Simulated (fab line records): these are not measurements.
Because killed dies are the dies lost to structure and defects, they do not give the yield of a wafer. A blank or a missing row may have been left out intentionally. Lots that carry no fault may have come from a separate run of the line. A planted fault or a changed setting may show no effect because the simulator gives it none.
A struck lot beside a sound one :: flow sfq-line :: 18 out of 325 route steps
Sound: the wafers L655.1, L655.2, L655.4. Struck: wafer L663.4; the same lot's L663.6 was not struck, so it is left out; see the end for the cause.
For every step that has rows: the tool of each side, followed by ch and its chambers, followed by its first start. Under that, the readings that differ: sound wafers :: struck wafers :: difference of the means :: sigmas: that difference in standard deviations of wafers without a fault.
alike: same words and numbers on both sides, and readings whose means sit less than 2 such deviations apart. not compared: any withheld reading, any reading some wafer has no value for, any bound like >300 that may hide the same value, and any number with overlapping values for which the record gives no deviation.
The two part at a step that has a row with sigmas, a row that says differs or no value, or rows on one side only. Non-overlapping numbers with no deviation appear without sigmas and do not part them. A reading missing from all wafers of one side parts the sides only when that side holds two or more wafers.

SFQ_C5_OVL_MEAS_937:
  sound: overlay-02 at day 60 11:02; struck: overlay-01 at day 62 23:27
  alike: C5_OVL
SFQ_TRILAYER_C5_BARC_OPEN_VIA_ETCH_210: etches BARC in O2, target depth 125 nm, time 41.7 s.
  sound on rie-diel-01 ch 1,2,3, day 60 11:04; struck on rie-diel-04 ch 1, day 62 23:29
  alike: drypump-motor-current-A, oes-product-au
  not compared: rf-hours-counter-h
SFQ_TRILAYER_C5_ETCH_VIA_ETCH_154: etches SiO2 in CHF3, stops on Nb, target depth 84 nm.
  sound on rie-diel-01 ch 1,2,3, day 60 11:06; struck on rie-diel-04 ch 1, day 62 23:32
  alike: drypump-motor-current-A, oes-product-au
SFQ_TRILAYER_C5_STRIP_STRIP_155: strips in O2.
  sound on rie-metal-02 ch 0,1, day 60 11:09; struck on rie-metal-03 ch 0, day 63 00:09
  alike: drypump-motor-current-A, oes-product-au
  not compared: rf-hours-counter-h
then, 2 steps without rows for these wafers: SFQ_TRILAYER_C5_STRIP_SOLV_CLEAN_156 (cleans in NMP, time 600 s); SFQ_TRILAYER_M6_DEP_PRE_CLEAN_158 (time 22.5 s).
SFQ_TRILAYER_M6_DEP_SPUTTER_157: material Nb, target thk 200 nm, time 133.3 s.
  sound: pvd-sputter-03 at day 60 11:58; struck: pvd-sputter-03 at day 63 00:58
  alike: throttle-valve-pct
SFQ_M6_RS_MEAS_938: measurement is done with a four-point probe.
  sound: film-metro-02 at day 60 12:03; struck: film-metro-01 at day 63 01:07
  alike: M6_NB_RS
then, 3 steps without rows for these wafers: SFQ_TRILAYER_M6_LITHO_COAT_164 (resist thk 62 nm); SFQ_TRILAYER_M6_LITHO_COAT_159 (resist thk 600 nm); SFQ_TRILAYER_M6_LITHO_SOFTBAKE_163.
SFQ_TRILAYER_M6_LITHO_EXPOSE_160: exposes mask M6, target cd 500 nm.
  sound on krf-scanner-02 ch 0, day 61 16:28; struck on krf-scanner-02 ch 0, day 63 20:47
  alike: mask, reticle-temp-C
then, 2 steps without rows for these wafers: SFQ_TRILAYER_M6_LITHO_PEB_162 (peb time 60 s); SFQ_TRILAYER_M6_LITHO_DEVELOP_161 (time 60 s).
SFQ_M6_OVL_MEAS_940:
  sound: overlay-01 at day 61 17:58; struck: overlay-02 at day 63 21:42
  alike: M6_OVL
SFQ_TRILAYER_M6_BARC_OPEN_METAL_ETCH_206: etches BARC in O2, target depth 125 nm, time 41.7 s.
  sound on rie-metal-01 ch 0,1, day 61 17:59; struck on rie-metal-01 ch 1, day 63 21:44
reading: model.M6.cd-nm (nm)
sound: 498.8 497.8 497.3
struck: 492.7
difference: -5.3
sigmas: 
  alike: drypump-motor-current-A, oes-product-au
  not compared: rf-hours-counter-h
SFQ_TRILAYER_M6_ETCH_METAL_ETCH_162: etches Nb in Cl2/Ar, stops on SiO2, target depth 240 nm, time 120 s.
  sound on rie-metal-01 ch 0,1, day 61 18:03; struck on rie-metal-01 ch 1, day 63 21:49
reading: model.M6.cd-nm (nm)
sound: 496 494.7 494.3
struck: 488
difference: -7
sigmas: 
  alike: drypump-motor-current-A, oes-product-au
  not compared: rf-hours-counter-h
SFQ_TRILAYER_M6_STRIP_STRIP_163: strips in O2.
  sound on rie-metal-01 ch 0,1, day 61 18:11; struck on rie-metal-01 ch 1, day 63 22:06
  alike: drypump-motor-current-A, oes-product-au
  not compared: rf-hours-counter-h

WHERE THEY PART
Nowhere in this record.

WHY: what the simulator had put in
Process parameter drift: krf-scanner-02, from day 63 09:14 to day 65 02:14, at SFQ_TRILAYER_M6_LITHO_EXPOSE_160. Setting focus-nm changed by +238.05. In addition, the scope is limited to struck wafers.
